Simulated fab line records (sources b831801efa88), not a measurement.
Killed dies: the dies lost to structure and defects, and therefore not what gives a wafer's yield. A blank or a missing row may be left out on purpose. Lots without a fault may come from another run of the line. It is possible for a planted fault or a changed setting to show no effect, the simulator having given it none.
The tool behind it: which one? | flow sky130 | 12 lots, 36 wafers sampled, at 5 steps of a route of 708

== WHAT THE GAUGES READ, wafer by wafer ==
SKY_DNWELL_TW_MEAS_09.
lot  | measured    | on           | DNWELL_TW
L186 | day 3 13:53 | filmMetro-02 | 1092 1093 1089
L187 | day 3 19:34 | filmMetro-01 | 1110 1104 1112
L188 | day 4 00:31 | filmMetro-02 | 1098 1090 1092
L190 | day 4 10:22 | filmMetro-03 | 1118 1113 1114
L192 | day 4 18:31 | filmMetro-01 | 1108 1118 1112
L193 | day 5 00:44 | filmMetro-01 | 1100 1099 1099
L194 | day 5 07:30 | filmMetro-03 | 1115 1105 1108
L197 | day 6 03:24 | filmMetro-03 | 1124 1109 1121
L199 | day 6 11:07 | filmMetro-02 | 1087 1088 1089
L201 | day 6 22:58 | filmMetro-01 | 1112 1118 1114
L207 | day 8 03:56 | filmMetro-02 | 1097 1102 1099
L208 | day 8 09:13 | filmMetro-01 | 1116 1123 1119

SKY_VT_ADJUST_HVTR_OVL_MEAS_08.
lot  | measured     | on         | VT_ADJUST_HVTR_OVL (nm)
L186 | day 9 21:14  | overlay-01 | -3.2 -2.9 -4.5
L187 | day 10 05:17 | overlay-01 | -1.5 -1.4 -1.3
L188 | day 10 12:34 | overlay-02 | -3.4 -1.4 -0.5
L190 | day 11 01:13 | overlay-02 | -0.6 1.1 -0.3
L192 | day 11 11:37 | overlay-01 | -1.8 -2.8 -2.0
L193 | day 11 21:20 | overlay-01 | -1.9 -1.3 -0.5
L194 | day 12 04:51 | overlay-01 | 0.1 -0.9 0.5
L197 | day 13 09:32 | overlay-02 | -1.1 -2.2 -0.5
L199 | day 13 20:46 | overlay-02 | -2.9 -0.9 -1.7
L201 | day 14 15:37 | overlay-01 | -0.9 -0.8 -0.4
L207 | day 16 06:42 | overlay-01 | -1.2 -1.7 -2.4
L208 | day 16 11:29 | overlay-01 | -1.2 -2.4 -2.3

SKY_GATE_OXIDE_THK_MEAS_02.
lot  | measured     | on           | GATE_OXIDE_OXIDATION_00_THK (nm)
L186 | day 13 02:59 | filmMetro-02 | 10.01 10.25 10.06
L187 | day 13 17:06 | filmMetro-03 | 10.00 10.05 10.03
L188 | day 13 22:29 | filmMetro-03 | 10.04 10.06 10.21
L190 | day 14 13:32 | filmMetro-02 | 9.97 9.75 9.77
L192 | day 15 00:29 | filmMetro-03 | 10.37 10.26 10.31
L193 | day 15 10:27 | filmMetro-02 | 10.03 9.85 10.11
L194 | day 15 18:36 | filmMetro-02 | 10.14 9.99 9.97
L197 | day 17 04:12 | filmMetro-03 | 12.38 12.46 12.45
L199 | day 17 15:20 | filmMetro-02 | 12.23 12.22 12.10
L201 | day 18 15:44 | filmMetro-03 | 10.07 10.02 9.93
L207 | day 20 08:35 | filmMetro-03 | 10.13 10.11 10.20
L208 | day 20 14:23 | filmMetro-01 | 10.13 10.07 10.17

== WHICH TOOL RAN EACH LOT (tool, then ch and the chambers of the sampled wafers, then the start) ==
lot  | SKY_FIELD_ISO_STRIP_16             | SKY_GATE_OXIDE_OXIDATION_01
L186 | plasmaAsher-04 ch 0,1, day 2 11:04 | furnace-02 ch 0, day 13 01:34
L187 | plasmaAsher-01 ch 0,1, day 2 16:05 | furnace-02 ch 0, day 13 15:41
L188 | plasmaAsher-02 ch 0,1, day 2 20:53 | furnace-01 ch 0, day 13 21:05
L190 | plasmaAsher-04 ch 0,1, day 3 07:19 | furnace-02 ch 0, day 14 12:07
L192 | plasmaAsher-01 ch 0,1, day 3 17:38 | furnace-01 ch 0, day 14 23:02
L193 | plasmaAsher-02 ch 0,1, day 3 23:19 | furnace-02 ch 0, day 15 09:02
L194 | plasmaAsher-02 ch 0,1, day 4 03:05 | furnace-02 ch 0, day 15 17:11
L197 | plasmaAsher-01 ch 0,1, day 5 00:05 | furnace-02 ch 0, day 17 02:46
L199 | plasmaAsher-02 ch 0,1, day 5 06:14 | furnace-02 ch 0, day 17 13:56
L201 | plasmaAsher-01 ch 0,1, day 5 18:43 | furnace-01 ch 0, day 18 14:20
L207 | plasmaAsher-01 ch 0,1, day 6 23:58 | furnace-01 ch 0, day 20 07:10
L208 | plasmaAsher-04 ch 0,1, day 7 04:23 | furnace-01 ch 0, day 20 12:59
- SKY_FIELD_ISO_STRIP_16: strips in O2/N2.
- SKY_GATE_OXIDE_OXIDATION_01: stabilise 600 s, purge 300 s, target thk 10.268 nm.

== WHAT THE TOOLS THEMSELVES READ (means of the sampled wafers that have a number; where no wafer has one, the mark that the record gives instead) ==
SKY_FIELD_ISO_STRIP_16.
lot  | tool           | drypumpMotorCurrentA (A) | oesProductAu (a.u.) | stripTimeToEndpointS (s)
L186 | plasmaAsher-04 | 5.3                      | 0.377               | 3.54
L187 | plasmaAsher-01 | 5.6                      | 0.380               | 3.60
L188 | plasmaAsher-02 | 5.5                      | 0.382               | 3.57
L190 | plasmaAsher-04 | 5.3                      | 0.376               | 3.60
L192 | plasmaAsher-01 | 5.7                      | 0.378               | 3.60
L193 | plasmaAsher-02 | 5.4                      | 0.376               | 3.60
L194 | plasmaAsher-02 | 5.3                      | 0.384               | 3.63
L197 | plasmaAsher-01 | 5.7                      | 0.378               | 3.56
L199 | plasmaAsher-02 | 5.4                      | 0.380               | 3.60
L201 | plasmaAsher-01 | 5.6                      | 0.378               | 3.54
L207 | plasmaAsher-01 | 5.7                      | 0.381               | 3.58
L208 | plasmaAsher-04 | 5.7                      | 0.388               | 3.61

SKY_GATE_OXIDE_OXIDATION_01.
lot  | tool       | spikeTcCentreC (C) | tubeCenterTempC (C) | zonePowerBottomPct (%)
L186 | furnace-02 | 899.2              | 900.08              | 29
L187 | furnace-02 | 900.9              | 899.94              | 29
L188 | furnace-01 | 901.2              | 900.02              | 22
L190 | furnace-02 | 900.9              | 899.97              | 29
L192 | furnace-01 | 901.8              | 899.89              | 22
L193 | furnace-02 | 900.9              | 900.00              | 29
L194 | furnace-02 | 900.8              | 900.02              | 29
L197 | furnace-02 | 900.6              | 900.03              | 29
L199 | furnace-02 | 900.5              | 899.99              | 29
L201 | furnace-01 | 902.2              | 900.02              | 22
L207 | furnace-01 | 900.9              | 899.99              | 22
L208 | furnace-01 | 901.8              | 899.94              | 22

== THE ANSWER, worked out from the rows above alone ==
Rule: the usual values come from the lots themselves. Put in order of their means at a reading, lots are off if they are a third of the lots or fewer, leave a main group of 4 or more, and stand apart from it by a gap of 3 or more times the standard deviation of the main group's means; of several such gaps the widest counts. The tables above print the reading to a certain number of digits; a main group whose means all agree to those digits is not used. A lot without any number at a reading at which 4 lots or more have one is off too. Any other lot the step has rows for is counted as sound. The gauges are gone through in route order, then the tools' own readings, and for those a lot's mean is taken as printed above. The first step at which some lot is off is used, and at that step the reading that is off furthest; a lot without a number counts as furthest.
Off: L197, L199, at SKY_GATE_OXIDE_THK_MEAS_02 (GATE_OXIDE_OXIDATION_00_THK). For the main group the mean is 10.07 nm and the standard deviation 0.12.
A tool fits if, at a process step before that reading, it ran every lot that is off, and no sound lot after the first of them. The gauges at SKY_GATE_OXIDE_THK_MEAS_02 are tried like those tools. One fits: furnace-02 at SKY_GATE_OXIDE_OXIDATION_01. Its last sound lot is L194 (day 15 17:11), its first lot that is off L197 (day 17 02:46): a fault that began between those two fits.

== WHAT THE SIMULATOR HAD PUT IN ==
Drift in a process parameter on furnace-02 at SKY_GATE_OXIDE_OXIDATION_01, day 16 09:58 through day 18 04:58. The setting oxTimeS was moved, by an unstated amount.
Shown lots that were struck: L197, L199. The rule above reached the same finding.
